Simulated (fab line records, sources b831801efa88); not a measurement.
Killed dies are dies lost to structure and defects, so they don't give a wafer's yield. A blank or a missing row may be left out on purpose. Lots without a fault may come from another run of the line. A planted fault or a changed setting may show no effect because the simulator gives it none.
fab line records | flow sfq_line
record lots=14 wafers=42 last_day=80
route steps=325 shown I6@278
lots that met no fault: from a run of the same line without faults
start_h: hours from the record's first day to the start of the lot's first wafer shown | wait_h: hours since the lot's step before | " the same as in the row above | L1.1+2: a row that stands for several wafers | - no value, or no start given | * or withheld: withheld | < > ~ a bound
route shown NAME@n: a module of which the file shows steps, and the number in the route of the first | usual: mean/standard deviation of fault-free wafers | same: alike in all rows | chamber/n: place in a boat | sites: the reading at each site | _std_site: their standard deviation | _edge_site: outer sites' mean less inner sites' | radius_mm: how far each site lies from the wafer's centre | mask NAME#n: copy n | behind: the tool/chamber that last shaped the wafer | hold: why the lot was held/for how many hours/how that ended | device: the transistor (n, p or np) that didn't switch | end of line: the same wafers' tests at the end of the route | a step without rows: its recipe alone | killed: dies lost to structure and defects at the first sort, not the wafer's yield | map: a wafer's dies, x killed, . not, _ none there
set.NAME: the setting as run; set.NAME@STEP: as run at that earlier step | model.NAME: the simulator's own value behind a step, which no gauge read
steps of the route over a sample of lots; a table a step, a row a wafer
services: from which hour (start_h, from the record's first day; less than 0 if before it) a tool's chamber was out of use, for how many hours, and why
## steps
# step SFQ_TRILAYER_I6_VIA_ETCH_VIA_ETCH_172
# recipe target=SiO2 stop_on=Nb mask_material=PR taper_deg=20 chemistry=CHF3 target_depth_nm=260 source_w=500 bias_w=80 pressure_mtorr=30 time_s=withheld
# usual bias_w=79.98/0.24 drypump_motor_current_A=5.8/0.4 oes_product_au=0.854/0.005
# columns lot.wafer tool chamber start_h wait_h bias_w drypump_motor_current_A oes_product_au
L244.1 rie_diel-04 3 1557.65 0.0 79.64 5.3 0.863
L244.3 " 0 " " 80.38 5.7 0.852
L244.4 " 2 " " 79.93 6.0 0.860
L245.1 rie_diel-01 3 1562.45 0.0 80.23 6.2 0.858
L245.5 " 1 " " 79.85 5.8 0.850
L245.6 " 0 " " 80.17 5.6 0.853
L247.1 rie_diel-04 2 1566.40 0.0 80.01 6.0 0.850
L247.2 " 0 " " 80.10 5.7 0.862
L247.5 " 0 " " 80.15 5.7 0.854
L248.4 rie_diel-03 3 1575.40 0.0 79.72 5.8 0.858
L248.5 " 2 " " 80.00 5.7 0.859
L248.6 " 3 " " 80.36 5.9 0.856
L249.3 rie_diel-03 3 1578.61 0.0 79.78 5.8 0.857
L249.4 " 0 " " 80.32 4.7 0.856
L249.6 " 1 " " 80.23 5.4 0.860
L250.1 rie_diel-04 0 1579.60 0.0 80.04 5.7 0.846
L250.2 " 3 " " 80.05 5.3 0.856
L250.4 " 1 " " 80.05 6.6 0.860
L251.1 rie_diel-01 2 1582.00 0.0 79.70 5.8 0.849
L251.3 " 1 " " 80.08 5.8 0.854
L251.5 " 3 " " 79.80 6.2 0.852
L252.3 rie_diel-03 2 1583.20 0.0 79.92 5.7 0.853
L252.4 " 3 " " 79.91 5.9 0.852
L252.5 " 2 " " 80.24 5.7 0.859
L253.4 rie_diel-04 3 1633.25 0.0 79.87 5.3 0.856
L253.5 " 3 " " 79.83 5.3 0.849
L253.6 " 2 " " 80.12 6.0 0.860
L259.2 rie_diel-01 0 1654.50 0.0 72.62 5.6 0.853
L259.4 " 1 " " 72.45 5.8 0.846
L259.6 " 2 " " 72.39 5.8 0.859
L261.3 rie_diel-01 0 1659.30 0.0 72.45 5.6 0.854
L261.5 " 3 " " 72.81 6.2 0.845
L261.6 " 0 " " 72.34 5.6 0.848
L262.1 rie_diel-03 1 1662.90 0.0 79.92 5.4 0.859
L262.4 " 2 " " 80.38 5.7 0.869
L262.6 " 2 " " 80.26 5.7 0.853
L264.2 rie_diel-03 3 1679.70 0.0 79.79 5.9 0.861
L264.4 " 2 " " 79.84 5.7 0.856
L264.5 " 1 " " 79.89 5.4 0.861
L266.2 rie_diel-04 1 1685.70 0.0 79.87 6.6 0.857
L266.4 " 0 " " 79.81 5.7 0.853
L266.6 " 2 " " 80.23 6.0 0.850
## services
# columns tool chamber start_h hours kind
rie_diel-03 0 1556.52 8.0 repair
rie_diel-03 1 1600.01 - clean
rie_diel-03 1 1600.01 - consumable_replace:esc
rie_diel-03 1 1600.01 21.5 scheduled_down
rie_diel-03 1 1600.01 21.5 vent_cycle
rie_diel-01 - 1610.53 0.6 repair
rie_diel-01 0 1620.70 3.9 repair
rie_diel-03 0 1632.14 - clean
rie_diel-03 0 1632.14 15.5 scheduled_down
rie_diel-03 0 1632.14 15.5 vent_cycle
rie_diel-04 3 1642.58 6.8 repair
rie_diel-03 - 1659.97 1.6 repair
rie_diel-01 0 1665.31 5.8 repair
## key
first_sign step=SFQ_TRILAYER_I6_VIA_ETCH_VIA_ETCH_172 reading=bias_w direction=down sigmas=31 usual=79.98 struck=72.51
effect none on later readings
met_at SFQ_TRILAYER_I6_VIA_ETCH_VIA_ETCH_172
struck_lots L259,L261
onset_between 1582.00 1654.50
fault kind=process_parameter_drift tool=rie_diel-01 chamber=- onset_h=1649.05 steps=SFQ_TRILAYER_I6_VIA_ETCH_VIA_ETCH_172 channel=bias_w offset=-7.3703 shape=step end_h=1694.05 acts_in=these_recipes_only stated=80
